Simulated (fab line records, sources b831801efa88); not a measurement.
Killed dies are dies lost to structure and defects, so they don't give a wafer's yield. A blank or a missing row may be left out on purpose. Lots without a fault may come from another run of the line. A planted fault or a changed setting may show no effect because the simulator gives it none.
fab line records | flow sky130
record lots=6 wafers=18 last_day=49
route steps=708 shown GATE_OXIDE@201 POLY_GATE@204 RES_PROTECT@206 LDD_N@237 PAD_OPEN@708
lots that met no fault: from a run of the same line without faults
start_h: hours from the record's first day to the start of the lot's first wafer shown | wait_h: hours since the lot's step before | " the same as in the row above | L1.1+2: a row that stands for several wafers | - no value, or no start given | * or withheld: withheld | < > ~ a bound
route shown NAME@n: a module of which the file shows steps, and the number in the route of the first | usual: mean/standard deviation of fault-free wafers | same: alike in all rows | chamber/n: place in a boat | sites: the reading at each site | _std_site: their standard deviation | _edge_site: outer sites' mean less inner sites' | radius_mm: how far each site lies from the wafer's centre | mask NAME#n: copy n | behind: the tool/chamber that last shaped the wafer | hold: why the lot was held/for how many hours/how that ended | device: the transistor (n, p or np) that didn't switch | end of line: the same wafers' tests at the end of the route | a step without rows: its recipe alone | killed: dies lost to structure and defects at the first sort, not the wafer's yield | map: a wafer's dies, x killed, . not, _ none there
set.NAME: the setting as run; set.NAME@STEP: as run at that earlier step | model.NAME: the simulator's own value behind a step, which no gauge read
lots at some steps of the route; a table a step, a row a wafer
services: from which hour (start_h, from the record's first day; less than 0 if before it) a tool's chamber was out of use, for how many hours, and why
## steps
# step SKY_GATE_OXIDE_TW_MEAS_14
# usual GATE_OXIDE_TW=224.4/1.4
# columns lot.wafer tool chamber start_h wait_h GATE_OXIDE_TW
L352.3 film_metro-04 - 354.35 0.1 224.7
L352.4 " - " " 223.9
L352.5 " - " " 224.6
L353.1 film_metro-04 - 359.60 0.1 224.0
L353.4 " - " " 223.7
L353.5 " - " " 224.1
L359.2 film_metro-04 - 423.01 0.1 221.3
L359.4 " - " " 223.2
L359.6 " - " " 222.5
L362.1 film_metro-01 - 440.23 0.1 225.0
L362.5 " - " " 225.4
L362.6 " - " " 225.3
L363.3 film_metro-01 - 452.95 0.1 226.7
L363.4 " - " " 225.4
L363.6 " - " " 226.6
L365.1 film_metro-03 - 465.66 0.1 223.4
L365.2 " - " " 222.5
L365.5 " - " " 223.5
# step SKY_GATE_OXIDE_CLEAN_15
# recipe chemistry=SC1/SC2 mix=1:4:20 temp_c=70 time_s=150 dry=n2_spin
# step SKY_GATE_OXIDE_OXIDATION_16
# recipe temp_c=800 ambient=O2 idle_temp_c=700 ramp_up_c_per_min=10 ramp_down_c_per_min=3 stabilise_s=600 purge_s=300 target_thk_a=35.7 ox_time_s=1915
# step SKY_POLY_GATE_CVD_00
# recipe material=poly-Si target_thk_nm=180 temp_c=620 time_s=720 pressure_mtorr=200
# step SKY_POLY_GATE_THK_MEAS_01
# recipe reads=poly-Si_of_POLY_GATE_CVD_00
# usual POLY_GATE_CVD_00_THK=180.2/1.6
# columns lot.wafer tool chamber start_h wait_h POLY_GATE_CVD_00_THK[nm]
L352.3 film_metro-03 - 358.28 0.0 181.3
L352.4 " - " " 182.3
L352.5 " - " " 180.3
L353.1 film_metro-02 - 362.44 0.0 178.4
L353.4 " - " " 179.0
L353.5 " - " " 178.6
L359.2 film_metro-03 - 426.37 0.0 178.9
L359.4 " - " " 179.2
L359.6 " - " " 178.6
L362.1 film_metro-02 - 443.07 0.0 183.0
L362.5 " - " " 181.3
L362.6 " - " " 181.5
L363.3 film_metro-03 - 455.79 0.0 182.6
L363.4 " - " " 180.8
L363.6 " - " " 181.8
L365.1 film_metro-04 - 469.10 0.0 180.9
L365.2 " - " " 180.3
L365.5 " - " " 182.1
# step SKY_RES_PROTECT_DEHYDRATE_00
# recipe temp_c=200 time_s=60
# step SKY_RES_PROTECT_HMDS_01
# recipe prime_time_s=60 prime_temp_c=120
# step SKY_RES_PROTECT_COAT_02
# recipe resist=NOVOLAK spin_rpm=3000 resist_thk_nm=1140
# step SKY_RES_PROTECT_SOFTBAKE_03
# recipe temp_c=90 time_s=60 resist=NOVOLAK
# step SKY_RES_PROTECT_EXPOSE_04
# recipe mask_id=RPM na=0.6 source_shape=conventional sigma_outer=0.6 polarization=unpolarized target_cd_nm=1270 dose_mj=131
# step SKY_RES_PROTECT_PEB_05
# recipe temp_c=withheld time_s=* resist=NOVOLAK
# step SKY_RES_PROTECT_DEVELOP_06
# recipe resist=NOVOLAK developer=TMAH develop_time_s=60 dev_temp_c=23
# step SKY_POLY_GATE_IMPLANT_02
# recipe species=P energy_kev=30 dose_cm2=7.7e+15 tilt_deg=0
# columns lot.wafer tool chamber start_h wait_h
L352.3+4+5 implanter-02 0 386.21 0.1
L353.1+4+5 implanter-02 0 391.28 0.1
L359.2+4+6 implanter-02 0 457.09 0.1
L362.1+5+6 implanter-01 0 473.03 0.1
L363.3+4+6 implanter-04 0 486.03 0.1
L365.1+2+5 implanter-01 0 499.78 0.1
# step SKY_RES_PROTECT_STRIP_07
# recipe chemistry=O2/N2 power_w=1400 pressure_mtorr=1500 platen_temp_c=withheld o2_flow_sccm=3000 n2_flow_sccm=300 overash_fraction=0.5
# usual drypump_motor_current_A=5.68/0.26 oes_product_au=0.518/0.0047 strip_time_to_endpoint_s=23.31/0.044
# columns lot.wafer tool chamber start_h wait_h drypump_motor_current_A oes_product_au rf_hours_counter_h strip_time_to_endpoint_s
L352.3 plasma_asher-02 1 386.35 0.1 5.35 0.520 - 23.31
L352.4 " 0 " " 6.06 0.517 - 23.27
L352.5 " 0 " " 6.06 0.518 - 23.32
L353.1 plasma_asher-01 0 391.43 0.1 5.33 0.519 70 23.34
L353.4 " 1 " " 5.85 0.515 - 23.32
L353.5 " 1 " " 5.82 0.513 - 23.35
L359.2 plasma_asher-01 0 457.21 0.1 5.33 0.518 3 23.33
L359.4 " 0 " " 5.32 0.517 - 23.36
L359.6 " 1 " " 5.82 0.513 - 23.35
L362.1 plasma_asher-04 0 473.18 0.1 5.69 0.518 35 23.30
L362.5 " 1 " " 5.86 0.518 - 23.34
L362.6 " 0 " " 5.69 0.519 - 23.32
L363.3 plasma_asher-02 1 486.16 0.1 5.33 0.516 - 23.18
L363.4 " 0 " " 6.07 0.523 - 23.21
L363.6 " 0 " " 6.05 0.522 - 23.21
L365.1 plasma_asher-02 1 499.93 0.1 5.36 0.517 80 23.28
L365.2 " 0 " " 6.06 0.521 80 23.26
L365.5 " 0 " " 6.05 0.515 - 23.23
# step SKY_RES_PROTECT_TW_MEAS_08
# usual POLY_GATE_TW=4026/21
# columns lot.wafer tool chamber start_h wait_h POLY_GATE_TW
L352.3 film_metro-02 - 386.43 0.1 4031
L352.4 " - " " 4009
L352.5 " - " " 4024
L353.1 film_metro-01 - 391.53 0.1 4073
L353.4 " - " " 4049
L353.5 " - " " 4043
L359.2 film_metro-02 - 457.32 0.1 4024
L359.4 " - " " 4011
L359.6 " - " " 4003
L362.1 film_metro-02 - 473.28 0.1 4040
L362.5 " - " " 4034
L362.6 " - " " 4028
L363.3 film_metro-04 - 486.25 0.1 4036
L363.4 " - " " 4004
L363.6 " - " " 4009
L365.1 film_metro-04 - 500.03 0.1 4012
L365.2 " - " " 4035
L365.5 " - " " 4025
# step SKY_RES_PROTECT_CLEAN_09
# recipe chemistry=SC1/SC2 mix=1:4:20 temp_c=70 time_s=150 dry=n2_spin
# step SKY_POLY_GATE_CVD_03
# recipe material=Si3N4 precursor=DCS/NH3 target_thk_nm=75 temp_c=770 time_s=1290 pressure_mtorr=250
# step SKY_POLY_GATE_THK_MEAS_04
# recipe reads=Si3N4_of_POLY_GATE_CVD_03
# usual POLY_GATE_CVD_03_THK=75.8/0.73
# columns lot.wafer tool chamber start_h wait_h POLY_GATE_CVD_03_THK[nm]
L352.3 film_metro-02 - 387.90 0.0 76.6
L352.4 " - " " 76.4
L352.5 " - " " 76.8
L353.1 film_metro-04 - 393.00 0.0 76.0
L353.4 " - " " 76.0
L353.5 " - " " 76.1
L359.2 film_metro-02 - 459.75 0.0 75.2
L359.4 " - " " 75.6
L359.6 " - " " 75.3
L362.1 film_metro-02 - 474.75 0.0 76.2
L362.5 " - " " 76.4
L362.6 " - " " 76.1
L363.3 film_metro-02 - 487.71 0.0 75.6
L363.4 " - " " 75.4
L363.6 " - " " 75.0
L365.1 film_metro-02 - 501.51 0.0 76.5
L365.2 " - " " 76.0
L365.5 " - " " 76.3
# step SKY_POLY_GATE_DEHYDRATE_05
# recipe temp_c=200 time_s=60
# step SKY_POLY_GATE_HMDS_06
# recipe prime_time_s=60 prime_temp_c=120
# step SKY_POLY_GATE_COAT_07
# recipe resist=BARC temp_c=withheld time_s=withheld spin_rpm=3000 resist_thk_nm=110
# step SKY_POLY_GATE_COAT_08
# recipe resist=KrF-thick spin_rpm=3000 resist_thk_nm=450
# step SKY_POLY_GATE_SOFTBAKE_09
# recipe temp_c=100 time_s=90 resist=KrF-thick
# step SKY_POLY_GATE_EXPOSE_10
# recipe mask_id=P1M na=0.68 source_shape=conventional sigma_outer=0.6 target_cd_nm=150 dose_mj=28
# step SKY_POLY_GATE_PEB_11
# recipe peb_temp_c=withheld peb_time_s=withheld resist=KrF-thick
# step SKY_POLY_GATE_DEVELOP_12
# recipe develop_time_s=60 resist=KrF-thick dev_temp_c=21
# step SKY_POLY_GATE_CD_MEAS_13
# recipe target_cd_nm=150
# usual cd_nm=149.7/1.7
# columns lot.wafer tool chamber start_h wait_h cd_nm
L352.3 cd_sem-01 - 416.50 - 150.8
L352.4 " - " " 150.2
L352.5 " - " " 148.9
L353.1 cd_sem-01 - 422.83 - 150.5
L353.4 " - " " 150.1
L353.5 " - " " 150.4
L359.2 cd_sem-02 - 490.68 - 148.7
L359.4 " - " " 149.1
L359.6 " - " " 149.5
L362.1 cd_sem-02 - 505.65 - 146.5
L362.5 " - " " 146.3
L362.6 " - " " 146.5
L363.3 cd_sem-01 - 518.24 - 149.3
L363.4 " - " " 149.5
L363.6 " - " " 150.0
L365.1 cd_sem-02 - 531.75 - 147.2
L365.2 " - " " 147.4
L365.5 " - " " 146.8
# step SKY_POLY_GATE_OVL_MEAS_14
# usual POLY_GATE_OVL=2/5.8
# columns lot.wafer tool chamber start_h wait_h POLY_GATE_OVL[nm]
L352.3 overlay-01 - 416.60 0.1 1
L352.4 " - " " 3
L352.5 " - " " -2
L353.1 overlay-02 - 422.95 0.1 -2
L353.4 " - " " -1
L353.5 " - " " 3
L359.2 overlay-01 - 490.79 0.1 4
L359.4 " - " " 2
L359.6 " - " " 2
L362.1 overlay-01 - 505.77 0.1 -2
L362.5 " - " " 6
L362.6 " - " " 4
L363.3 overlay-02 - 518.33 0.1 7
L363.4 " - " " 0
L363.6 " - " " 3
L365.1 overlay-01 - 531.87 0.1 7
L365.2 " - " " 7
L365.5 " - " " 3
# step SKY_POLY_GATE_ETCH_15
# recipe chemistry=N2/H2 target=BARC ion_energy_ev=200 source_w=500 bias_w=100 pressure_mtorr=30 n2_flow_sccm=100 h2_flow_sccm=200 stop_on=SiO2 time_s=118.5 target_depth_a=1100
# usual drypump_motor_current_A=5.8/0.35 oes_product_au=0.716/0.0047 throttle_valve_pct=13.213/0.009
# columns lot.wafer tool chamber start_h wait_h drypump_motor_current_A oes_product_au rf_hours_counter_h throttle_valve_pct
L352.3 rie_diel-03 1 416.62 0.0 5.8 0.720 42 13.225
L352.4 " 3 " " 6.2 0.708 13 13.186
L352.5 " 3 " " 6.2 0.722 - 13.204
L353.1 rie_diel-01 1 422.98 0.0 5.4 0.717 9 13.212
L353.4 " 0 " " 5.7 0.714 15 13.206
L353.5 " 2 " " 5.8 0.711 - 13.208
L359.2 rie_diel-01 1 490.82 0.0 5.4 0.710 10 13.209
L359.4 " 0 " " 5.7 0.713 16 13.211
L359.6 " 1 " " 5.4 0.712 - 13.209
L362.1 rie_diel-01 2 505.81 0.0 5.8 0.712 14 13.209
L362.5 " 2 " " 5.8 0.710 - 13.217
L362.6 " 0 " " 5.7 0.720 - 13.198
L363.3 rie_diel-04 2 518.36 0.0 5.4 0.708 9 13.212
L363.4 " 0 " " 5.6 0.714 7 13.219
L363.6 " 2 " " 5.4 0.713 - 13.222
L365.1 rie_diel-01 3 531.91 0.0 5.8 0.715 6 13.215
L365.2 " 0 " " 5.7 0.719 17 13.217
L365.5 " 3 " " 5.8 0.710 - 13.211
# step SKY_POLY_GATE_ETCH_16
# recipe stop_on=poly-Si chemistry=CH3F/O2 target=Si3N4 source_w=400 bias_w=80 pressure_mtorr=25 ch3f_flow_sccm=40 O2_flow_sccm=30 time_s=147.5 target_depth_a=750
# usual drypump_motor_current_A=5.8/0.35 oes_product_au=0.643/0.005 throttle_valve_pct=10.535/0.0087
# columns lot.wafer tool chamber start_h wait_h drypump_motor_current_A oes_product_au rf_hours_counter_h throttle_valve_pct
L352.3 rie_diel-03 1 416.70 0.0 5.8 0.647 42 10.535
L352.4 " 3 " " 6.2 0.642 13 10.532
L352.5 " 3 " " 6.2 0.657 - 10.553
L353.1 rie_diel-01 1 423.07 0.0 5.4 0.642 9 10.534
L353.4 " 0 " " 5.7 0.644 15 10.540
L353.5 " 2 " " 5.8 0.639 - 10.528
L359.2 rie_diel-01 1 490.90 0.0 5.4 0.641 10 10.534
L359.4 " 0 " " 5.7 0.643 16 10.535
L359.6 " 1 " " 5.4 0.644 - 10.517
L362.1 rie_diel-01 2 505.89 0.0 5.8 0.647 14 10.522
L362.5 " 2 " " 5.9 0.643 - 10.535
L362.6 " 0 " " 5.7 0.649 - 10.525
L363.3 rie_diel-04 2 518.44 0.0 5.4 0.630 9 10.533
L363.4 " 0 " " 5.6 0.643 7 10.540
L363.6 " 2 " " 5.4 0.643 - 10.528
L365.1 rie_diel-01 3 531.99 0.0 5.8 0.641 6 10.532
L365.2 " 0 " " 5.7 0.644 17 10.524
L365.5 " 3 " " 5.8 0.655 - 10.529
# step SKY_POLY_GATE_ETCH_17
# recipe target_depth_nm=180 stop_on=SiO2 over_etch_frac=0.56667 chemistry=HBr/Cl2 target=poly-Si icp_w=400 bias_w=100 pressure_mtorr=10 HBr_flow_sccm=150 Cl2_flow_sccm=50 time_s=70.5
# usual drypump_motor_current_A=5.9/0.49 oes_product_au=0.987/0.0077 throttle_valve_pct=33.684/0.01
# columns lot.wafer tool chamber start_h wait_h drypump_motor_current_A oes_product_au rf_hours_counter_h throttle_valve_pct
L352.3 rie_si-02 1 416.80 0.0 5.9 0.987 3.2 33.673
L352.4 " 2 " " 6.3 1.002 5.3 33.680
L352.5 " 2 " " 6.3 0.987 - 33.679
L353.1 rie_si-02 3 423.16 0.0 6.1 0.978 1.4 33.698
L353.4 " 0 " " 5.1 0.983 1.9 33.685
L353.5 " 2 " " 6.3 0.983 - 33.692
L359.2 rie_si-01 1 491.00 0.0 6.1 0.988 1.1 33.682
L359.4 " 2 " " 6.8 0.985 5.6 33.680
L359.6 " 0 " " 5.6 0.982 - 33.672
L362.1 rie_si-02 2 505.99 0.0 6.3 1.002 5.9 33.706
L362.5 " 0 " " 5.1 0.984 - 33.685
L362.6 " 1 " " 5.9 0.995 - 33.677
L363.3 rie_si-01 2 518.54 0.0 6.8 0.984 5.7 33.714
L363.4 " 3 " " 5.6 0.988 1.5 33.682
L363.6 " 0 " " 5.6 0.992 - 33.698
L365.1 rie_si-02 2 532.09 0.0 6.3 0.988 5.9 33.682
L365.2 " 3 " " 6.2 0.998 2.0 33.684
L365.5 " 3 " " 6.2 0.984 - 33.691
# step SKY_POLY_GATE_STRIP_18
# recipe chemistry=O2/N2 power_w=1400 pressure_mtorr=1500 platen_temp_c=withheld o2_flow_sccm=3000 n2_flow_sccm=300 overash_fraction=0.5
# usual drypump_motor_current_A=5.53/0.25 oes_product_au=0.362/0.0046 strip_time_to_endpoint_s=3.19/0.036
# columns lot.wafer tool chamber start_h wait_h drypump_motor_current_A oes_product_au rf_hours_counter_h strip_time_to_endpoint_s
L352.3 plasma_asher-04 1 416.89 0.1 5.85 0.357 - 3.21
L352.4 " 0 " " 5.71 0.358 - 3.20
L352.5 " 1 " " 5.85 0.363 - 3.20
L353.1 plasma_asher-03 1 423.22 0.0 5.18 0.374 59 3.19
L353.4 " 1 " " 5.20 0.359 - 3.17
L353.5 " 0 " " 5.34 0.367 - 3.11
L359.2 plasma_asher-01 1 491.06 0.0 5.85 0.358 6 3.17
L359.4 " 1 " " 5.85 0.352 - 3.17
L359.6 " 0 " " 5.33 0.359 - 3.17
L362.1 plasma_asher-04 0 506.05 0.0 5.70 0.356 38 3.11
L362.5 " 1 " " 5.85 0.361 - 3.12
L362.6 " 0 " " 5.72 0.366 - 3.17
L363.3 plasma_asher-01 0 518.63 0.1 5.35 0.359 - 3.24
L363.4 " 1 " " 5.82 0.371 - 3.25
L363.6 " 0 " " 5.34 0.363 - 3.23
L365.1 plasma_asher-01 1 532.15 0.0 5.81 0.355 10 3.17
L365.2 " 0 " " 5.37 0.359 10 3.17
L365.5 " 1 " " 5.83 0.366 - 3.16
# step SKY_POLY_GATE_CLEAN_19
# recipe chemistry=SC1/SC2 mix=1:4:20 temp_c=70 time_s=150 dry=n2_spin
# step SKY_POLY_GATE_OXIDATION_20
# recipe temp_c=850 ambient=O2 stabilise_s=600 purge_s=300 target_thk_a=40 ox_time_s=899
# step SKY_POLY_GATE_THK_MEAS_21
# recipe reads=SiO2_of_POLY_GATE_OXIDATION_20
# usual POLY_GATE_OXIDATION_THK=3.98/0.074
# columns lot.wafer tool chamber start_h wait_h POLY_GATE_OXIDATION_THK[nm]
L352.3 film_metro-04 - 419.30 0.0 4.06
L352.4 " - " " 4.04
L352.5 " - " " 4.05
L353.1 film_metro-02 - 425.41 0.0 4.02
L353.4 " - " " 4.13
L353.5 " - " " 4.02
L359.2 film_metro-04 - 493.40 0.0 3.92
L359.4 " - " " 3.93
L359.6 " - " " 3.90
L362.1 film_metro-02 - 509.65 0.0 3.96
L362.5 " - " " 3.96
L362.6 " - " " 4.00
L363.3 film_metro-03 - 520.02 0.0 3.94
L363.4 " - " " 4.01
L363.6 " - " " 4.02
L365.1 film_metro-02 - 534.36 0.0 4.04
L365.2 " - " " 3.97
L365.5 " - " " 3.94
# step SKY_POLY_GATE_CD_MEAS_22
# usual cd_nm=149.9/2.3
# columns lot.wafer tool chamber start_h wait_h cd_nm
L352.3 cd_sem-02 - 419.49 0.2 148.6
L352.4 " - " " 153.0
L352.5 " - " " 151.2
L353.1 cd_sem-02 - 425.57 0.1 147.0
L353.4 " - " " 153.4
L353.5 " - " " 149.9
L359.2 cd_sem-01 - 493.48 0.1 148.3
L359.4 " - " " 150.6
L359.6 " - " " 146.2
L362.1 cd_sem-01 - 509.71 0.1 146.2
L362.5 " - " " 146.0
L362.6 " - " " 148.5
L363.3 cd_sem-01 - 520.11 0.1 149.5
L363.4 " - " " 149.8
L363.6 " - " " 149.4
L365.1 cd_sem-01 - 534.42 0.1 152.6
L365.2 " - " " 148.7
L365.5 " - " " 148.9
# step SKY_LDD_N_DEHYDRATE_00
# recipe temp_c=200 time_s=60
# step SKY_LDD_N_HMDS_01
# recipe prime_time_s=60 prime_temp_c=120
# step SKY_LDD_N_COAT_02
# recipe resist=NOVOLAK spin_rpm=3000 resist_thk_nm=300
# step SKY_LDD_N_SOFTBAKE_03
# recipe temp_c=90 time_s=60 resist=NOVOLAK
# step SKY_LDD_N_EXPOSE_04
# recipe mask_id=NTM target_cd_nm=840 na=0.6 source_shape=conventional sigma_outer=0.6 dose_mj=110
# step SKY_LDD_N_PEB_05
# recipe temp_c=withheld time_s=* resist=NOVOLAK
# step SKY_PAD_OPEN_PROBE_99
# usual killed_at_M0_to_M3=44/6.9 killed_at_M4_up=3.3/2.1 killed_at_contacts=24/4.8 killed_at_front_end=15/4.4 killed_at_other=0.2/0.48 killed_dies=87/9.5 killed_open=48/6.5 killed_short=39/6.3
# same gross_dies=492 killed_at_back_side=0
# columns lot.wafer tool chamber start_h wait_h killed_at_M0_to_M3 killed_at_M4_up killed_at_contacts killed_at_front_end killed_at_other killed_dies killed_open killed_short model.etest.res_poly.rs_ohm_sq_rim_less_centre model.etest.res_poly.rs_ohm_sq_range
L352.3 prober-01 - 1106.67 0.2 41 4 24 16 0 85 45 40 -0.03105 1.333
L352.4 prober-01 - 1106.72 0.2 48 0 31 14 0 93 51 42 0.7325 1.145
L352.5 prober-01 - 1106.77 0.2 48 7 22 28 0 105 53 50 0.3467 1.535
L353.1 prober-02 - 1111.20 0.1 50 7 21 22 0 100 49 51 0.008177 1.188
L353.4 prober-02 - 1111.35 0.2 44 4 11 17 0 76 34 42 0.1032 0.7738
L353.5 prober-02 - 1111.40 0.2 31 3 19 25 0 78 44 34 -0.537 1.457
L359.2 prober-02 - 1153.55 0.1 40 6 23 24 0 93 49 44 1.288 1.671
L359.4 prober-02 - 1153.65 0.2 39 4 19 20 0 82 41 41 1.903 2.244
L359.6 prober-02 - 1153.75 0.2 49 2 18 22 0 91 46 45 1.711 1.92
L362.1 prober-01 - 1165.66 0.1 38 7 19 20 0 84 45 39 -3.034 3.45
L362.5 prober-01 - 1165.86 0.2 51 3 24 13 0 91 52 39 -3.399 3.712
L362.6 prober-01 - 1165.91 0.2 33 5 20 11 0 69 38 31 -3.014 3.506
L363.3 prober-02 - 1168.22 0.2 39 9 20 17 0 85 45 39 0.1589 0.9464
L363.4 prober-02 - 1168.27 0.2 45 8 28 21 0 102 50 52 1.176 1.882
L363.6 prober-02 - 1168.37 0.2 40 1 23 10 0 74 39 34 0.7664 1.292
L365.1 prober-02 - 1176.52 0.1 45 6 29 18 2 100 53 44 -3.383 3.789
L365.2 prober-02 - 1176.57 0.1 51 6 21 10 0 88 44 44 -2.898 3.116
L365.5 prober-02 - 1176.72 0.2 37 3 22 22 0 84 46 38 -3.372 3.651
# killed by level:class
L352.3 VIA1:geometric_particle:open=14 CONTACT:geometric_particle:open=9 LI_CONTACT:geometric_particle:open=6 POLY_GATE:geometric_particle:short=5 VIA1:geometric_particle:short=5 VIA2:geometric_particle:open=5 VIA3:geometric_particle:open=5 LOCAL_INTERCONNECT:geometric_particle:short=4
L352.4 CONTACT:geometric_particle:open=13 VIA1:geometric_particle:open=12 METAL2:geometric_particle:short=9 LOCAL_INTERCONNECT:geometric_particle:short=8 VIA1:geometric_particle:short=7 VIA3:geometric_particle:open=6 POLY_GATE:geometric_particle:open=5 VIA2:geometric_particle:open=5
L352.5 VIA3:geometric_particle:open=11 CONTACT:geometric_particle:open=8 FIELD_ISO:geometric_particle:open=7 FIELD_ISO:geometric_particle:short=6 POLY_GATE:geometric_particle:short=6 VIA3:geometric_particle:short=6 POLY_GATE:geometric_particle:open=5 LI_CONTACT:geometric_particle:open=5
L353.1 VIA1:geometric_particle:open=11 METAL1:geometric_particle:short=10 FIELD_ISO:geometric_particle:short=7 FIELD_ISO:geometric_particle:open=6 LI_CONTACT:geometric_particle:open=6 LOCAL_INTERCONNECT:geometric_particle:short=6 VIA3:geometric_particle:open=6 POLY_GATE:geometric_particle:open=4
L353.4 METAL1:geometric_particle:short=9 VIA1:geometric_particle:open=8 METAL2:geometric_particle:short=7 FIELD_ISO:geometric_particle:open=5 POLY_GATE:geometric_particle:short=4 VIA1:geometric_particle:short=4 FIELD_ISO:geometric_particle:short=3 VIA2:geometric_particle:open=3
L353.5 LI_CONTACT:geometric_particle:open=8 FIELD_ISO:geometric_particle:short=6 POLY_GATE:geometric_particle:open=6 VIA1:geometric_particle:open=6 METAL1:geometric_particle:short=6 VIA2:geometric_particle:open=5 CONTACT:geometric_particle:open=5 FIELD_ISO:geometric_particle:open=4
L359.2 LI_CONTACT:geometric_particle:open=9 CONTACT:geometric_particle:open=8 VIA1:geometric_particle:open=7 FIELD_ISO:geometric_particle:short=6 POLY_GATE:geometric_particle:open=6 METAL2:geometric_particle:short=6 METAL1:geometric_particle:short=6 VIA2:geometric_particle:open=6
L359.4 VIA1:geometric_particle:open=9 VIA2:geometric_particle:open=6 VIA3:geometric_particle:short=6 POLY_GATE:geometric_particle:short=5 CONTACT:geometric_particle:open=5 CONTACT:geometric_particle:short=5 METAL1:geometric_particle:short=5 VIA2:geometric_particle:short=5
L359.6 VIA1:geometric_particle:open=12 METAL2:geometric_particle:short=9 FIELD_ISO:geometric_particle:short=8 CONTACT:geometric_particle:open=6 METAL1:geometric_particle:short=6 FIELD_ISO:geometric_particle:open=5 CONTACT:geometric_particle:short=5 VIA3:geometric_particle:open=5
L362.1 VIA1:geometric_particle:open=11 CONTACT:geometric_particle:open=7 FIELD_ISO:geometric_particle:open=6 FIELD_ISO:geometric_particle:short=6 POLY_GATE:geometric_particle:short=5 LI_CONTACT:geometric_particle:open=5 METAL1:geometric_particle:short=5 VIA1:geometric_particle:short=5
L362.5 VIA1:geometric_particle:open=14 CONTACT:geometric_particle:open=10 VIA3:geometric_particle:open=9 VIA1:geometric_particle:short=5 METAL2:geometric_particle:short=5 VIA2:geometric_particle:open=5 FIELD_ISO:geometric_particle:short=4 POLY_GATE:geometric_particle:short=4
L362.6 VIA1:geometric_particle:open=11 CONTACT:geometric_particle:open=8 VIA1:geometric_particle:short=6 VIA3:geometric_particle:open=5 FIELD_ISO:geometric_particle:short=4 LOCAL_INTERCONNECT:geometric_particle:short=4 POLY_GATE:geometric_particle:open=4 LI_CONTACT:geometric_particle:open=4
L363.3 VIA1:geometric_particle:open=11 FIELD_ISO:geometric_particle:short=7 CONTACT:geometric_particle:open=7 FIELD_ISO:geometric_particle:open=6 VIA2:geometric_particle:open=6 METAL4:geometric_particle:short=6 VIA1:geometric_particle:short=5 VIA3:geometric_particle:open=5
L363.4 CONTACT:geometric_particle:open=12 VIA1:geometric_particle:open=9 VIA2:geometric_particle:short=8 LI_CONTACT:geometric_particle:short=7 POLY_GATE:geometric_particle:open=6 METAL4:geometric_particle:short=6 FIELD_ISO:geometric_particle:open=5 FIELD_ISO:geometric_particle:short=5
L363.6 CONTACT:geometric_particle:open=9 VIA1:geometric_particle:open=8 LOCAL_INTERCONNECT:geometric_particle:short=5 METAL1:geometric_particle:short=5 VIA1:geometric_particle:short=5 VIA2:geometric_particle:open=5 LI_CONTACT:geometric_particle:open=4 CONTACT:geometric_particle:short=3
L365.1 VIA2:geometric_particle:open=13 LI_CONTACT:geometric_particle:open=8 LI_CONTACT:geometric_particle:short=7 CONTACT:geometric_particle:open=6 VIA1:geometric_particle:open=6 FIELD_ISO:geometric_particle:open=5 VIA3:geometric_particle:short=5 CONTACT:geometric_particle:short=5
L365.2 VIA2:geometric_particle:open=14 VIA1:geometric_particle:open=9 CONTACT:geometric_particle:short=7 METAL2:geometric_particle:short=7 VIA3:geometric_particle:open=6 METAL4:geometric_particle:short=6 CONTACT:geometric_particle:open=5 VIA2:geometric_particle:short=5
L365.5 VIA1:geometric_particle:open=11 CONTACT:geometric_particle:short=7 VIA2:geometric_particle:open=7 FIELD_ISO:geometric_particle:open=6 POLY_GATE:geometric_particle:short=6 LI_CONTACT:geometric_particle:open=5 CONTACT:geometric_particle:open=5 VIA3:geometric_particle:open=4
## services
# columns tool chamber start_h hours kind
plasma_asher-04 - 378.63 2.5 repair
rie_si-01 1 397.76 5.3 repair
rie_si-02 - 401.03 2.8 pm
implanter-02 - 408.79 8.7 repair
implanter-01 - 416.41 5.7 pm
plasma_asher-01 - 421.25 9.0 pm
implanter-01 - 422.07 3.0 pm
implanter-02 - 426.00 6.0 pm
implanter-01 - 431.78 1.7 repair
rie_diel-01 2 440.81 7.2 repair
rie_diel-03 - 452.73 28.1 pm
rie_diel-01 2 452.91 6.2 repair
plasma_asher-04 - 457.94 5.8 repair
rie_si-01 1 460.38 2.1 repair
implanter-02 - 464.06 18.3 repair
rie_diel-01 0 464.20 2.3 repair
rie_diel-01 2 476.11 5.0 repair
implanter-02 - 496.23 1.7 repair
implanter-01 - 498.10 1.0 repair
implanter-02 - 499.55 3.0 repair
rie_diel-01 1 502.12 6.7 repair
rie_diel-03 0 509.10 6.4 repair
rie_si-02 - 516.72 1.4 repair
rie_si-01 - 530.30 14.6 pm
## key
first_sign none at tools or gauges
model_effect step=SKY_PAD_OPEN_PROBE_99 value=etest.res_poly.rs_ohm_sq_rim_less_centre without=-0.2361 struck=-3.183
met_at SKY_POLY_GATE_IMPLANT_02
struck_wafers L362.1,L362.5,L362.6,L365.1,L365.2,L365.5
tester_left_out L362,L365
also_fits SKY_POLY_GATE_ETCH_15:rie_diel-01,SKY_POLY_GATE_ETCH_16:rie_diel-01,SKY_POLY_GATE_ETCH_17:rie_si-02
fault kind=process_parameter_drift tool=implanter-01 chamber=- onset_h=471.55 steps=SKY_POLY_GATE_IMPLANT_02 channel=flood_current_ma offset=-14 shape=step end_h=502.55
# tester_left_out: of these lots the tester's yield and bins aren't shown, on N5 and GAA mostly nor the transistor test; their killed dies are dies lost to structure and defects alone, not to doping, threshold or leakage, so they don't give the yield
